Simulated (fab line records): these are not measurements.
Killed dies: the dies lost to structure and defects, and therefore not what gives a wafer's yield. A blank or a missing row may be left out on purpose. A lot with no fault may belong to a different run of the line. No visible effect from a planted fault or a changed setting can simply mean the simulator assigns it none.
Which tool is to blame? | flow gf180mcu | 13 lots with 39 wafers sampled at 5 steps, on a route of 602 steps

WHAT EACH GAUGE READ, for each wafer
GF_DNWELL_TW_MEAS_09.
lot  | measured    | on            | DNWELL_TW
L657 | day 2 17:49 | film_metro-03 | 1331 1332 1331
L659 | day 3 06:43 | film_metro-02 | 1366 1364 1366
L660 | day 3 10:01 | film_metro-03 | 1334 1335 1336
L661 | day 3 18:01 | film_metro-04 | 1315 1329 1329
L663 | day 4 03:13 | film_metro-04 | 1347 1361 1354
L664 | day 4 07:37 | film_metro-04 | 1337 1337 1340
L665 | day 4 14:01 | film_metro-02 | 1344 1354 1340
L666 | day 4 20:07 | film_metro-02 | 1361 1359 1370
L670 | day 5 16:10 | film_metro-03 | 1319 1316 1326
L677 | day 7 04:25 | film_metro-03 | 1318 1317 1324
L678 | day 7 09:27 | film_metro-04 | 1351 1351 1342
L679 | day 7 15:13 | film_metro-03 | 1325 1330 1325
L680 | day 7 19:28 | film_metro-03 | 1322 1324 1315

GF_DUAL_GATE_THK_MEAS_03.
lot  | measured     | on            | DUAL_GATE_OXIDATION_00_THK (nm)
L657 | day 7 12:47  | film_metro-03 | 10.86 10.85 10.96
L659 | day 8 07:31  | film_metro-02 | 10.65 10.69 10.70
L660 | day 8 08:28  | film_metro-01 | 11.25 11.27 11.05
L661 | day 8 21:48  | film_metro-02 | 10.73 10.68 10.64
L663 | day 9 07:41  | film_metro-02 | 10.80 11.00 11.00
L664 | day 9 14:09  | film_metro-01 | 11.10 11.11 11.04
L665 | day 9 23:35  | film_metro-03 | 10.91 10.61 10.72
L666 | day 10 07:13 | film_metro-03 | 17.02 17.16 16.97
L670 | day 11 06:13 | film_metro-02 | 16.77 16.85 16.87
L677 | day 13 06:34 | film_metro-02 | 10.71 10.89 11.03
L678 | day 13 13:07 | film_metro-03 | 10.95 11.13 11.03
L679 | day 13 20:22 | film_metro-03 | 11.13 11.00 11.11
L680 | day 14 03:01 | film_metro-02 | 10.53 10.39 10.35

GF_DUAL_GATE_OVL_MEAS_11.
lot  | measured     | on         | DUAL_GATE_OVL (nm)
L657 | day 8 03:58  | overlay-02 | 0.3 1.2 0.3
L659 | day 8 23:46  | overlay-02 | 3.6 3.7 1.1
L660 | day 9 00:48  | overlay-02 | 3.2 1.8 2.6
L661 | day 9 14:17  | overlay-01 | 1.6 0.8 2.0
L663 | day 10 01:04 | overlay-02 | 2.6 0.8 -0.2
L664 | day 10 07:59 | overlay-02 | 3.0 1.1 1.4
L665 | day 10 17:26 | overlay-01 | 4.0 1.7 2.6
L666 | day 11 01:04 | overlay-01 | 2.2 2.2 0.1
L670 | day 12 00:50 | overlay-02 | 1.5 1.8 1.3
L677 | day 14 02:38 | overlay-02 | 1.8 2.9 1.8
L678 | day 14 09:25 | overlay-01 | 2.4 2.2 2.3
L679 | day 14 16:43 | overlay-02 | 2.8 2.5 -0.2
L680 | day 14 23:58 | overlay-02 | 0.0 -1.0 1.1

TOOL THAT RAN EACH LOT (tool first, then ch and the chambers of the sampled wafers, then the start)
lot  | GF_STI_STRIP_15                     | GF_DUAL_GATE_OXIDATION_02
L657 | plasma_asher-02 ch 0,1, day 2 00:22 | furnace-02 ch 0, day 7 11:20
L659 | plasma_asher-01 ch 0,1, day 2 12:14 | furnace-02 ch 0, day 8 06:04
L660 | plasma_asher-01 ch 0,1, day 2 16:55 | furnace-01 ch 0, day 8 06:59
L661 | plasma_asher-04 ch 1, day 2 23:31   | furnace-01 ch 0, day 8 20:22
L663 | plasma_asher-04 ch 0,1, day 3 07:49 | furnace-01 ch 0, day 9 06:14
L664 | plasma_asher-02 ch 0,1, day 3 13:16 | furnace-01 ch 0, day 9 12:43
L665 | plasma_asher-01 ch 0,1, day 3 20:16 | furnace-02 ch 0, day 9 22:09
L666 | plasma_asher-04 ch 0,1, day 4 01:55 | furnace-01 ch 0, day 10 05:46
L670 | plasma_asher-02 ch 0,1, day 4 21:14 | furnace-01 ch 0, day 11 04:46
L677 | plasma_asher-04 ch 0,1, day 6 08:21 | furnace-02 ch 0, day 13 05:05
L678 | plasma_asher-02 ch 0,1, day 6 13:41 | furnace-01 ch 0, day 13 11:39
L679 | plasma_asher-01 ch 0,1, day 6 19:28 | furnace-01 ch 0, day 13 18:55
L680 | plasma_asher-04 ch 0,1, day 6 23:38 | furnace-02 ch 0, day 14 01:33
- GF_STI_STRIP_15: strips in O2/N2.
- GF_DUAL_GATE_OXIDATION_02: stabilise 600 s, purge 300 s, target thk 10.887 nm.

AS READ BY THE TOOLS THEMSELVES (means over the sampled wafers that have a number; for cases with no such wafer, the mark the record gives instead)
GF_STI_STRIP_15.
lot  | tool            | drypump_motor_current_A (A) | heater_power_w (W) | o2_flow_sccm (sccm) | oes_product_au (a.u.) | strip_time_to_endpoint_s (s)
L657 | plasma_asher-02 | 5.37                        | 320                | 3002                | 0.385                 | 3.68
L659 | plasma_asher-01 | 5.14                        | 295                | 2995                | 0.383                 | 3.64
L660 | plasma_asher-01 | 5.14                        | 303                | 3005                | 0.387                 | 3.74
L661 | plasma_asher-04 | 5.63                        | 326                | 2993                | 0.384                 | 3.71
L663 | plasma_asher-04 | 5.74                        | 327                | 2994                | 0.384                 | 3.76
L664 | plasma_asher-02 | 5.48                        | 321                | 2996                | 0.381                 | 3.74
L665 | plasma_asher-01 | 5.07                        | 311                | 3001                | 0.376                 | 3.63
L666 | plasma_asher-04 | 5.75                        | 320                | 3003                | 0.385                 | 3.77
L670 | plasma_asher-02 | 5.48                        | 321                | 3010                | 0.385                 | 3.72
L677 | plasma_asher-04 | 5.85                        | 328                | 3003                | 0.377                 | 3.68
L678 | plasma_asher-02 | 5.38                        | 311                | 2996                | 0.385                 | 3.74
L679 | plasma_asher-01 | 5.15                        | 299                | 2997                | 0.384                 | 3.71
L680 | plasma_asher-04 | 5.75                        | 324                | 3001                | 0.373                 | 3.66

GF_DUAL_GATE_OXIDATION_02.
lot  | tool       | spike_tc_bottom_C (C) | zone_power_lower_pct (%)
L657 | furnace-02 | 916.4                 | 18.8
L659 | furnace-02 | 916.4                 | 18.6
L660 | furnace-01 | 918.8                 | 17.1
L661 | furnace-01 | 919.5                 | 17.2
L663 | furnace-01 | 918.5                 | 17.4
L664 | furnace-01 | 918.1                 | 17.3
L665 | furnace-02 | 916.2                 | 18.7
L666 | furnace-01 | 919.9                 | 17.3
L670 | furnace-01 | 918.9                 | 17.3
L677 | furnace-02 | 915.7                 | 18.9
L678 | furnace-01 | 919.7                 | 17.1
L679 | furnace-01 | 920.0                 | 17.3
L680 | furnace-02 | 915.5                 | 18.7

THE ANSWER, worked out from the rows above alone
Rule: usual is defined by the lots themselves. Put in order of their means at a reading, lots are off if they are a third of the lots or fewer, leave a main group of 4 or more, and stand apart from it by a gap of 3 or more times the standard deviation of the main group's means; of several such gaps the widest counts. The tables above print the reading to a certain number of digits; a main group whose means all agree to those digits is not used. A lot without any number at a reading at which 4 lots or more have one is off too. Any other lot the step has rows for is counted as sound. First the gauges in route order, then the tools' own readings, where a lot's mean is used as printed above. At the first step where some lot is off, the reading lying furthest off is the one used; lots without a number count as furthest.
Off: at GF_DUAL_GATE_THK_MEAS_03 (DUAL_GATE_OXIDATION_00_THK), L666, L670. The main group has a mean of 10.87 nm with a standard deviation of 0.22.
A tool fits if, at a process step before that reading, it ran every lot that is off, and no sound lot after the first of them. Those tools and the gauges at GF_DUAL_GATE_THK_MEAS_03 are tried in the same way. Of those tried, none fits.

WHAT WAS PUT IN BY THE SIMULATOR
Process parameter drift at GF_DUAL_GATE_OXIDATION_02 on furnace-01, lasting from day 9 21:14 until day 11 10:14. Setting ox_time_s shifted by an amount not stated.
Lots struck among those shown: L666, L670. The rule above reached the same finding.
